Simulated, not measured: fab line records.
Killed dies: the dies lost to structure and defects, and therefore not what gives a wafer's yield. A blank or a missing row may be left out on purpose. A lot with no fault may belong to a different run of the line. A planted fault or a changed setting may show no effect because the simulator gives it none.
Which tool was responsible? :: flow gf180mcu :: 10 lots, 30 wafers sampled, at 5 steps of a route of 602

WHAT THE GAUGES SHOWED, per wafer
GF_PSD_OVL_MEAS_08. Usual: PSD_OVL gives -0.5 nm (standard deviation 1.4).
lot: L288
measured: day 14 08:53
on: overlay-02
PSD_OVL (nm): -1.5 -0.2 0.0
flag: 

lot: L289
measured: day 14 14:02
on: overlay-01
PSD_OVL (nm): -1.0 -0.9 -0.8
flag: 

lot: L290
measured: day 14 21:05
on: overlay-01
PSD_OVL (nm): 0.7 -0.6 -0.4
flag: 

lot: L291
measured: day 15 06:59
on: overlay-01
PSD_OVL (nm): -0.1 -1.7 -0.1
flag: 

lot: L293
measured: day 16 01:41
on: overlay-02
PSD_OVL (nm): -1.7 -3.0 -2.2
flag: 

lot: L295
measured: day 16 18:53
on: overlay-02
PSD_OVL (nm): 268.7 269.2 268.4
flag: OFF

lot: L299
measured: day 18 00:02
on: overlay-01
PSD_OVL (nm): 268.1 268.4 268.6
flag: OFF

lot: L302
measured: day 19 03:59
on: overlay-01
PSD_OVL (nm): 2.0 2.4 3.2
flag: 

lot: L304
measured: day 20 02:08
on: overlay-02
PSD_OVL (nm): 1.4 0.9 0.7
flag: 

lot: L308
measured: day 21 05:26
on: overlay-01
PSD_OVL (nm): -1.3 -0.8 -2.4
flag: 

GF_SAB_THK_MEAS_01. Usual: SAB_CVD_00_THK gives 50.0 nm (standard deviation 0.67).
lot: L288
measured: day 14 09:38
on: film metro-02
SAB_CVD_00_THK (nm): 49.9 50.2 50.5
flag: 

lot: L289
measured: day 14 14:47
on: film metro-02
SAB_CVD_00_THK (nm): 49.9 51.1 50.4
flag: 

lot: L290
measured: day 14 21:49
on: film metro-02
SAB_CVD_00_THK (nm): 49.7 50.4 50.6
flag: 

lot: L291
measured: day 15 07:43
on: film metro-01
SAB_CVD_00_THK (nm): 49.1 48.8 50.1
flag: 

lot: L293
measured: day 16 02:31
on: film metro-03
SAB_CVD_00_THK (nm): 49.6 49.8 50.9
flag: 

lot: L295
measured: day 16 19:43
on: film metro-03
SAB_CVD_00_THK (nm): 50.1 50.9 50.6
flag: 

lot: L299
measured: day 18 00:46
on: film metro-01
SAB_CVD_00_THK (nm): 49.5 50.2 49.2
flag: 

lot: L302
measured: day 19 04:43
on: film metro-02
SAB_CVD_00_THK (nm): 49.9 51.0 51.4
flag: 

lot: L304
measured: day 20 02:52
on: film metro-01
SAB_CVD_00_THK (nm): 50.2 49.0 51.1
flag: 

lot: L308
measured: day 21 06:10
on: film metro-02
SAB_CVD_00_THK (nm): 49.8 49.5 49.9
flag: 

GF_SALICIDE_RS_MEAS_04: the measuring method here is four-point-probe. Usual: SALICIDE_TIN_RS gives 16.3 ohm/sq (standard deviation 0.34).
lot: L288
measured: day 15 06:58
on: film metro-02
SALICIDE_TIN_RS (ohm/sq): 16.1 16.3 16.2
flag: 

lot: L289
measured: day 15 12:20
on: film metro-02
SALICIDE_TIN_RS (ohm/sq): 16.1 16.2 16.0
flag: 

lot: L290
measured: day 15 20:01
on: film metro-04
SALICIDE_TIN_RS (ohm/sq): 16.2 15.9 16.2
flag: 

lot: L291
measured: day 16 06:13
on: film metro-03
SALICIDE_TIN_RS (ohm/sq): 16.1 16.0 16.8
flag: 

lot: L293
measured: day 17 01:25
on: film metro-02
SALICIDE_TIN_RS (ohm/sq): 16.0 16.1 15.8
flag: 

lot: L295
measured: day 17 18:45
on: film metro-03
SALICIDE_TIN_RS (ohm/sq): 16.6 16.1 16.8
flag: 

lot: L299
measured: day 19 00:40
on: film metro-04
SALICIDE_TIN_RS (ohm/sq): 16.1 16.0 16.0
flag: 

lot: L302
measured: day 20 05:52
on: film metro-02
SALICIDE_TIN_RS (ohm/sq): 16.1 16.4 16.0
flag: 

lot: L304
measured: day 21 03:40
on: film metro-02
SALICIDE_TIN_RS (ohm/sq): 15.6 15.7 15.6
flag: 

lot: L308
measured: day 22 06:29
on: film metro-02
SALICIDE_TIN_RS (ohm/sq): 16.7 16.2 16.2
flag: 

GF_CONTACT_OVL_MEAS_15. Usual: CONTACT_OVL gives -2 nm (standard deviation 6.5).
lot: L288
measured: day 16 06:32
on: overlay-01
CONTACT_OVL (nm): -5 -1 0
flag: 

lot: L289
measured: day 16 11:58
on: overlay-01
CONTACT_OVL (nm): -9 -16 -10
flag: 

lot: L290
measured: day 16 20:10
on: overlay-01
CONTACT_OVL (nm): -1 3 -4
flag: 

lot: L291
measured: day 17 05:47
on: overlay-01
CONTACT_OVL (nm): -4 -1 -3
flag: 

lot: L293
measured: day 18 02:11
on: overlay-01
CONTACT_OVL (nm): 1 5 1
flag: 

lot: L295
measured: day 18 19:13
on: overlay-01
CONTACT_OVL (nm): 5 7 3
flag: 

lot: L299
measured: day 20 01:55
on: overlay-01
CONTACT_OVL (nm): -14 -8 -22
flag: 

lot: L302
measured: day 21 06:47
on: overlay-01
CONTACT_OVL (nm): 0 -2 1
flag: 

lot: L304
measured: day 22 04:20
on: overlay-01
CONTACT_OVL (nm): -5 -12 3
flag: 

lot: L308
measured: day 23 07:07
on: overlay-01
CONTACT_OVL (nm): 3 3 3
flag: 

WHICH TOOL RAN EACH LOT (tool, then ch and the chambers of the sampled wafers, then the start)
lot: L288
GF_PSD_EXPOSE_04: iline stepper-02 ch 0, day 13 22:34

lot: L289
GF_PSD_EXPOSE_04: iline stepper-01 ch 0, day 14 03:51

lot: L290
GF_PSD_EXPOSE_04: iline stepper-01 ch 0, day 14 10:40

lot: L291
GF_PSD_EXPOSE_04: iline stepper-01 ch 0, day 14 20:22

lot: L293
GF_PSD_EXPOSE_04: iline stepper-02 ch 0, day 15 14:40

lot: L295
GF_PSD_EXPOSE_04: iline stepper-02 ch 0, day 16 07:56

lot: L299
GF_PSD_EXPOSE_04: iline stepper-02 ch 0, day 17 12:29

lot: L302
GF_PSD_EXPOSE_04: iline stepper-01 ch 0, day 18 15:32

lot: L304
GF_PSD_EXPOSE_04: iline stepper-01 ch 0, day 19 14:02

lot: L308
GF_PSD_EXPOSE_04: iline stepper-01 ch 0, day 20 16:50
- GF_PSD_EXPOSE_04: exposes mask Pplus, target cd 400 nm.

AS READ BY THE TOOLS THEMSELVES (means over the sampled wafers that have a number; for cases with no such wafer, the mark the record gives instead)
GF_PSD_EXPOSE_04. Usual: focus offset nm 0.0 nm, standard deviation 0.54; reticle temp C 22.97 C, standard deviation 0.12.
lot: L288
tool: iline stepper-02
focus offset nm (nm): -0.3
reticle temp C (C): 22.94
flag: 

lot: L289
tool: iline stepper-01
focus offset nm (nm): 0.2
reticle temp C (C): 22.94
flag: 

lot: L290
tool: iline stepper-01
focus offset nm (nm): 0.1
reticle temp C (C): 23.04
flag: 

lot: L291
tool: iline stepper-01
focus offset nm (nm): 0.3
reticle temp C (C): 22.99
flag: 

lot: L293
tool: iline stepper-02
focus offset nm (nm): -0.3
reticle temp C (C): 22.81
flag: 

lot: L295
tool: iline stepper-02
focus offset nm (nm): 0.6
reticle temp C (C): 23.08
flag: 

lot: L299
tool: iline stepper-02
focus offset nm (nm): -0.1
reticle temp C (C): 22.93
flag: 

lot: L302
tool: iline stepper-01
focus offset nm (nm): -0.7
reticle temp C (C): 22.94
flag: 

lot: L304
tool: iline stepper-01
focus offset nm (nm): 0.5
reticle temp C (C): 22.90
flag: 

lot: L308
tool: iline stepper-01
focus offset nm (nm): 0.2
reticle temp C (C): 23.08
flag: 

THE ANSWER, worked out from the rows above alone
Rule: take the mean of a lot's wafers that have a number; if it is more than 3 standard deviations from the usual mean, the lot is off. A lot without any number at a reading at which 4 lots or more have one is off too. Where the step has rows for the other lots, those lots are counted as sound. Order of review: gauges by route order, followed by the tools' own readings, for which a lot's mean as printed above is used. The first step at which some lot is off is used, and at that step the reading that is off furthest; a lot without a number counts as furthest.
Off: at GF_PSD_OVL_MEAS_08 (PSD_OVL), L295, L299.
A tool fits if, at a process step before that reading, it ran every lot that is off, and no sound lot after the first of them. Those tools and the gauges at GF_PSD_OVL_MEAS_08 are tried in the same way. One candidate fits, namely iline stepper-02 at GF_PSD_EXPOSE_04. A fault onset in the window from L293 (day 15 14:40, its last sound lot) to L295 (day 16 07:56, its first lot off) fits.

WHAT THE SIMULATOR PUT IN
Scanner matching overlay: iline stepper-02, from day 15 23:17 on, at GF_PSD_EXPOSE_04. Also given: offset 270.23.
Shown lots that were struck: L295, L299. The same result came from the rule above.
